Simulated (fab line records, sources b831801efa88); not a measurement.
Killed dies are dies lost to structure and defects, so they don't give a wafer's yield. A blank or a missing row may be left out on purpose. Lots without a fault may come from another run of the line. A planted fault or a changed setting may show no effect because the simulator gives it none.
Which tool did it? | flow gf180mcu | 14 lots, 42 wafers sampled, at 3 steps of a route of 602

WHAT THE GAUGES READ, wafer by wafer
GF_DUAL_GATE_OVL_MEAS_11.
lot  | measured     | on         | DUAL_GATE_OVL (nm)
L945 | day 8 03:58  | overlay-02 | 0.3 1.2 0.3
L946 | day 8 19:58  | overlay-02 | -1.8 -1.5 0.1
L948 | day 9 00:48  | overlay-02 | 3.2 1.8 2.6
L949 | day 9 14:17  | overlay-01 | 1.6 0.8 2.0
L950 | day 10 01:58 | overlay-01 | 2.3 0.3 1.8
L957 | day 11 17:49 | overlay-01 | 0.6 0.0 -0.6
L959 | day 12 08:59 | overlay-01 | 1.5 1.5 0.1
L963 | day 13 14:27 | overlay-01 | 0.0 1.0 -0.1
L964 | day 13 18:09 | overlay-01 | -1.0 2.0 2.4
L965 | day 14 02:38 | overlay-02 | 1.8 2.9 1.8
L967 | day 14 16:43 | overlay-02 | 2.8 2.5 -0.2
L968 | day 14 23:58 | overlay-02 | 0.0 -1.0 1.1

WHICH TOOL RAN EACH LOT (tool, then ch and the chambers of the sampled wafers, then the start)
lot  | GF_VT_IMPLANT_STRIP_42               | GF_DUAL_GATE_OXIDATION_02
L945 | plasma_asher-02 ch 0,1, day 7 10:21  | furnace-02 ch 0, day 7 11:20
L946 | plasma_asher-03 ch 0,1, day 8 00:44  | furnace-01 ch 0, day 8 01:43
L948 | plasma_asher-04 ch 0,1, day 8 05:22  | furnace-01 ch 0, day 8 06:59
L949 | plasma_asher-03 ch 0,1, day 8 18:30  | furnace-01 ch 0, day 8 20:22
L950 | plasma_asher-02 ch 0,1, day 9 06:07  | furnace-02 ch 0, day 9 07:07
L954 | plasma_asher-04 ch 0,1, day 10 04:47 | furnace-01, day 10 05:46
L955 | plasma_asher-02 ch 0,1, day 10 08:26 | furnace-02, day 10 10:06
L957 | plasma_asher-02 ch 1, day 10 20:46   | furnace-02 ch 0, day 10 21:53
L959 | plasma_asher-03 ch 0,1, day 11 11:44 | furnace-01 ch 0, day 11 12:42
L963 | plasma_asher-03 ch 0,1, day 12 15:37 | furnace-01 ch 0, day 12 17:08
L964 | plasma_asher-03 ch 0,1, day 12 19:52 | furnace-01 ch 0, day 12 20:48
L965 | plasma_asher-04 ch 0,1, day 13 04:08 | furnace-02 ch 0, day 13 05:05
L967 | plasma_asher-04 ch 0,1, day 13 17:58 | furnace-01 ch 0, day 13 18:55
L968 | plasma_asher-02 ch 0,1, day 14 00:34 | furnace-02 ch 0, day 14 01:33
- GF_VT_IMPLANT_STRIP_42: strips in O2/N2.
- GF_DUAL_GATE_OXIDATION_02: stabilise 600 s, purge 300 s, target thk 10.887 nm.

WHAT THE TOOLS THEMSELVES READ (means of the sampled wafers that have a number; where no wafer has one, the mark that the record gives instead)
GF_VT_IMPLANT_STRIP_42.
lot  | tool            | drypump_motor_current_A (A) | heater_power_w (W) | oes_product_au (a.u.) | strip_time_to_endpoint_s (s)
L945 | plasma_asher-02 | 5.37                        | 319                | 0.720                 | 12.630
L946 | plasma_asher-03 | 5.90                        | 345                | 0.722                 | 12.589
L948 | plasma_asher-04 | 5.74                        | 327                | 0.714                 | 12.594
L949 | plasma_asher-03 | 5.90                        | 353                | 0.718                 | 12.610
L950 | plasma_asher-02 | 5.46                        | 328                | 0.714                 | 12.631
L954 | plasma_asher-04 | 5.76                        | 327                | 0.717                 | 12.596
L955 | plasma_asher-02 | 5.48                        | 322                | 0.717                 | 12.632
L957 | plasma_asher-02 | 5.28                        | 311                | 0.715                 | 12.610
L959 | plasma_asher-03 | 5.91                        | 353                | 0.720                 | 12.619
L963 | plasma_asher-03 | 5.91                        | 360                | 0.715                 | 12.572
L964 | plasma_asher-03 | 5.90                        | 340                | 0.716                 | 12.615
L965 | plasma_asher-04 | 5.86                        | 325                | 0.715                 | 12.615
L967 | plasma_asher-04 | 5.74                        | 323                | 0.718                 | 12.620
L968 | plasma_asher-02 | 5.38                        | 312                | 0.716                 | 12.624

GF_DUAL_GATE_OXIDATION_02.
lot  | tool       | ox_temp_c (C) | ox_temp_c_max | spike_tc_bottom_C (C) | zone_power_centre_pct (%)
L945 | furnace-02 | 899.7         | 904.1         | 916.4                 | 17.1
L946 | furnace-01 | 900.4         | 904.5         | 919.1                 | 18.1
L948 | furnace-01 | 899.9         | 904.7         | 918.8                 | 17.7
L949 | furnace-01 | 900.0         | 904.3         | 919.5                 | 17.9
L950 | furnace-02 | 900.0         | 903.9         | 915.4                 | 17.1
L954 | furnace-01 | -             | -             | -                     | -
L955 | furnace-02 | -             | -             | -                     | -
L957 | furnace-02 | 900.6         | 905.8         | 916.4                 | 17.2
L959 | furnace-01 | 900.4         | 904.2         | 918.6                 | 18.0
L963 | furnace-01 | 899.9         | 903.7         | 918.9                 | 17.8
L964 | furnace-01 | 899.5         | 903.2         | 919.4                 | 17.8
L965 | furnace-02 | 899.9         | 904.0         | 915.7                 | 17.2
L967 | furnace-01 | 899.8         | 904.0         | 920.0                 | 17.8
L968 | furnace-02 | 900.3         | 905.1         | 915.5                 | 17.0

THE ANSWER, worked out from the rows above alone
Rule: what is usual is taken from the lots themselves. Put in order of their means at a reading, lots are off if they are a third of the lots or fewer, leave a main group of 4 or more, and stand apart from it by a gap of 3 or more times the standard deviation of the main group's means; of several such gaps the widest counts. A main group whose means are all the same, to the digits that the tables above print for the reading, isn't used. A lot without any number at a reading at which 4 lots or more have one is off too. The other lots that the step has rows for count as sound. The gauges are gone through in route order, then the tools' own readings, and for those a lot's mean is taken as printed above. The first step at which some lot is off is used, and at that step the reading that is off furthest; a lot without a number counts as furthest.
Off: L954, L955, at GF_DUAL_GATE_OXIDATION_02 (ox_temp_c). Without a number there: L954, L955. The main group: mean 900.0 C, standard deviation 0.31.
A tool fits if, at that step or a process step before it, it ran every lot that is off, and no sound lot after the first of them. None of those tried fits.

WHAT THE SIMULATOR HAD PUT IN
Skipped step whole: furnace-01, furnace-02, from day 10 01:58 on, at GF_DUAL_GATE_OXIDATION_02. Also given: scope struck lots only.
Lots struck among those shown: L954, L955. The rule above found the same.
